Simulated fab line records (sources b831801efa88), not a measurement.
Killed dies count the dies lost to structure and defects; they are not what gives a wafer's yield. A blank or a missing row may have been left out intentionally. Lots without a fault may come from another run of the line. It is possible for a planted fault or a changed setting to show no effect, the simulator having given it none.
A struck lot beside a sound one    flow gf180mcu    17 out of 602 route steps
Sound: wafers L401.2, L401.4, L401.6. Struck: wafers L404.2, L404.3 (left out: L404.4, a lot-mate that was not struck); the cause follows at the end.
For every step that has rows: the tool of each side, followed by ch and its chambers, followed by its first start. Under that, the readings that differ: sound wafers    struck wafers    difference of the means    sigmas: that difference in standard deviations of wafers without a fault.
alike: a reading whose means differ by less than 2 such deviations, as well as words and numbers matching on both sides. not compared: withheld readings; readings where some wafer has no value; bounds like >300 that might hide an equal value; numbers whose values overlap and for which the record gives no deviation.
Wherever a step has rows on one side only, a row that says differs or no value, or a row with sigmas, the two part there. When numbers do not overlap yet have no deviation, they are printed without sigmas and do not part them. A reading missing from all wafers of one side parts the sides only when that side holds two or more wafers.

first, 2 steps without rows for these wafers: GF_CONTACT_PEB_12 (peb time 90 s); GF_CONTACT_DEVELOP_13 (develop time 60 s).
GF_CONTACT_CD_MEAS_14 targets a cd of 220 nm.
  sound on cdSem-01, day 19 19:13; struck on cdSem-02, day 20 15:02
  alike: cdNm
GF_CONTACT_OVL_MEAS_15:
  sound on overlay-02, day 19 19:20; struck on overlay-02, day 20 15:08
  alike: CONTACT_OVL
GF_CONTACT_ETCH_16: etches BARC in N2/H2.
  sound on rieDiel-02 ch 1,2,3, day 19 19:22; struck on rieDiel-02 ch 0,2, day 20 15:10
  alike: drypumpMotorCurrentA, oesProductAu, throttleValvePct
GF_CONTACT_ETCH_17: etches SiO2 in C4F8/O2/Ar, stops on CoSi2, target depth 860 nm.
  sound on rieDiel-02 ch 1,2,3; struck on rieDiel-02 ch 0,2
  alike: oesProductAu
GF_CONTACT_STRIP_18: strips in O2/N2.
  sound on plasmaAsher-01 ch 0,1, day 19 19:31; struck on plasmaAsher-01 ch 0,1, day 20 15:20
  alike: drypumpMotorCurrentA, heaterPowerW, oesProductAu
  not compared: rfHoursCounterH
then, 3 steps without rows for these wafers: GF_CONTACT_CLEAN_19 (cleans in SPM); GF_CONTACT_CLEAN_20 (cleans in DIW); GF_CONTACT_CLEAN_21 (cleans in dHF, time 20 s).
GF_CONTACT_SPUTTER_22: material Ti, target thk 15 nm, time 80.02 s.
  sound on pvdSputter-03, day 19 19:49; struck on pvdSputter-03, day 20 15:39
  alike: throttleValvePct
GF_CONTACT_SPUTTER_23: material TiN, target thk 10 nm, time 40 s.
  sound on pvdSputter-03, day 19 19:53; struck on pvdSputter-03, day 20 15:43
  alike: throttleValvePct
GF_CONTACT_CVD_24: deposits W, target thk 300 nm, time 90.339 s.
  sound on cvdW-01 ch 0,1, day 19 19:55; struck on cvdW-01 ch 0, day 20 15:45
reading                               sound                 struck         difference  sigmas
susceptorTempC (C)                    399.76 400.18 399.87  391.24 391.49  -8.57       -41
model.W_of_CONTACT_CVD_24.thkNm (nm)  303.8 300.5 304.1     260.3 260.7    -42.3       
  alike: heaterPowerW
GF_CONTACT_RS_MEAS_25: uses a four-point probe to measure.
  sound on filmMetro-02, day 19 20:02; struck on filmMetro-03, day 20 15:52
reading                sound              struck       difference  sigmas
CONTACT_W_RS (ohm/sq)  0.378 0.382 0.378  0.441 0.440  +0.061      +13
GF_CONTACT_THK_MEAS_26: measures by xrf.
  sound on filmMetro-02, day 19 20:09; struck on filmMetro-03, day 20 15:59
reading             sound        struck   difference  sigmas
CONTACT_W_THK (nm)  310 306 310  264 265  -44         -10
then, 1 step without rows for these wafers: GF_CONTACT_CMP_27 (polishes, stops on SiO2, t overpolish 15 s, target thk 0 nm).
GF_PASSIVATION_PROBE_99:
  the record holds rows for the sound wafers here (prober-01, day 32 01:20) but none for the struck ones

WHERE THEY PART
Last at GF_PASSIVATION_PROBE_99 as far as this record goes, first at GF_CONTACT_CVD_24.

WHY: the cause the simulator had injected
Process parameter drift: cvdW-01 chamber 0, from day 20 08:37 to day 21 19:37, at GF_CONTACT_CVD_24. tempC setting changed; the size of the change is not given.
